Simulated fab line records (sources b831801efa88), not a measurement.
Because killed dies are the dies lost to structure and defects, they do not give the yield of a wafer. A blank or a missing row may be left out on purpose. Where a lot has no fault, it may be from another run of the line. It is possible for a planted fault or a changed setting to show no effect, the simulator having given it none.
Comparing a struck lot with a sound one + flow gf180mcu + 20 steps out of a route of 602
Sound: wafers L227.2, L227.3, L227.5. The struck wafers were L236.2, L236.3, L236.6. At the end, the cause is stated.
Each step with rows lists, per side, the tool, then ch with its chambers, then its first start. Under that, the readings that differ: sound wafers + struck wafers + difference of the means + sigmas: that difference in standard deviations of wafers without a fault.
alike: words and numbers the same on both sides, and readings whose means are apart by under 2 such deviations; not compared: readings that were withheld, readings missing a value for some wafer, numbers with overlapping values and no deviation given by the record, and bounds like >300 which may hide the same value.
The two part at a step that has a row with sigmas, a row that says differs or no value, or rows on one side only. Non-overlapping numbers with no deviation appear without sigmas and do not part them. A reading missing from all wafers of one side parts the sides only when that side holds two or more wafers.

first, 1 step without rows for these wafers: GF_NSD_IMPLANT_10.
GF_NSD_STRIP_11: strips in O2/N2.
  sound on plasma asher-01 ch 0, day 15 03:23; struck on plasma asher-03 ch 0, day 18 06:54
| reading                      | sound             | struck            | difference | sigmas |
|------------------------------|-------------------|-------------------|------------|--------|
| strip time to endpoint s (s) | 23.02 22.98 23.00 | 22.97 22.92 22.91 | -0.07      | -2     |
  alike: drypump motor current A, heater power w, oes product au, platen temp c
  not compared: rf hours counter h
GF_NSD_TW_MEAS_12:
  sound on film metro-02, day 15 03:29; struck on film metro-02, day 18 07:01
  alike: NSD_TW
then, 7 steps without rows for these wafers: GF_PSD_DEHYDRATE_00 (time 60 s); GF_PSD_HMDS_01 (prime time 60 s); GF_PSD_COAT_02 (resist thk 1000 nm); GF_PSD_SOFTBAKE_03 (time 60 s); GF_PSD_EXPOSE_04 (exposes mask Pplus, target cd 400 nm); GF_PSD_PEB_05; GF_PSD_DEVELOP_06 (develop time 60 s).
GF_PSD_CD_MEAS_07 targets a cd of 400 nm.
  sound on cd sem-02, day 16 01:34; struck on cd sem-02, day 19 06:56
| reading    | sound             | struck            | difference | sigmas |
|------------|-------------------|-------------------|------------|--------|
| cd nm (nm) | 397.7 396.8 394.5 | 402.8 403.1 402.2 | +6.4       | +3     |
GF_PSD_OVL_MEAS_08:
  sound on overlay-02, day 16 01:40; struck on overlay-02, day 19 07:02
  alike: PSD_OVL
GF_PSD_IMPLANT_09:
  sound on implanter-02 ch 0, day 16 01:43; struck on implanter-04 ch 0, day 19 07:06
| reading                   | sound             | struck            | difference | sigmas |
|---------------------------|-------------------|-------------------|------------|--------|
| implant ion amu           | 49 49 49          | 75 75 75          | +26        |        |
| model.implant.drp nm (nm) | 15.87 15.87 15.87 | 11.92 11.92 11.92 | -3.95      |        |
| model.implant.rp nm (nm)  | 30.34 30.34 30.34 | 27.62 27.62 27.62 | -2.72      |        |
  alike: dose ions cm2
GF_PSD_STRIP_10: strips in O2/N2.
  sound on plasma asher-01 ch 0,1, day 16 01:51; struck on plasma asher-01 ch 0,1, day 19 07:13
  alike: drypump motor current A, heater power w, oes product au, platen temp c, strip time to endpoint s
  not compared: rf hours counter h
GF_PSD_TW_MEAS_11:
  sound on film metro-03, day 16 01:58; struck on film metro-04, day 19 07:20
| reading | sound          | struck         | difference | sigmas |
|---------|----------------|----------------|------------|--------|
| PSD_TW  | 3213 3205 3208 | 3675 3680 3686 | +472       | +15    |
then, 1 step without rows for these wafers: GF_PSD_CLEAN_12 (cleans in SC1/SC2, time 150 s).
GF_PSD_RTA_13: time 20 s.
  sound on rtp anneal-01 ch 0, day 16 02:05; struck on rtp anneal-02 ch 0, day 19 07:27
| reading            | sound          | struck         | difference | sigmas |
|--------------------|----------------|----------------|------------|--------|
| lamp power pct (%) | 29.0 29.0 29.0 | 32.1 32.0 32.1 | +3.1       | +2     |
  alike: wafer_temp_C_max
GF_PSD_RS_MEAS_14: measurement is done with a four-point probe.
  sound on film metro-02, day 16 02:15; struck on film metro-04, day 19 07:32
| reading         | sound             | struck            | difference | sigmas |
|-----------------|-------------------|-------------------|------------|--------|
| NSD_RS (ohm/sq) | 45.96 46.11 46.03 | 46.16 46.24 46.25 | +0.18      | +2     |
GF_PSD_RS_MEAS_15: measurement is done with a four-point probe.
  sound on film metro-02, day 16 02:22; struck on film metro-04, day 19 07:40
| reading         | sound                | struck            | difference | sigmas      |
|-----------------|----------------------|-------------------|------------|-------------|
| PSD_RS (ohm/sq) | 108.06 108.65 108.00 | 52.33 52.24 52.30 | -55.95     | -99 or more |
GF_SAB_CVD_00: deposits SiO2 from TEOS, target thk 50 nm, time 4.9302 s.
  sound on pecvd-04 ch 0,1,2, day 16 02:28; struck on pecvd-02 ch 0,2, day 19 07:46
| reading            | sound       | struck      | difference | sigmas |
|--------------------|-------------|-------------|------------|--------|
| heater power w (W) | 669 712 673 | 922 831 923 | +207       | +2     |
  alike: heater power outer w, susceptor temp C

WHERE THEY PART
Earliest at GF_NSD_STRIP_11; latest, in this record, at GF_SAB_CVD_00.

WHY: what had been put in by the simulator
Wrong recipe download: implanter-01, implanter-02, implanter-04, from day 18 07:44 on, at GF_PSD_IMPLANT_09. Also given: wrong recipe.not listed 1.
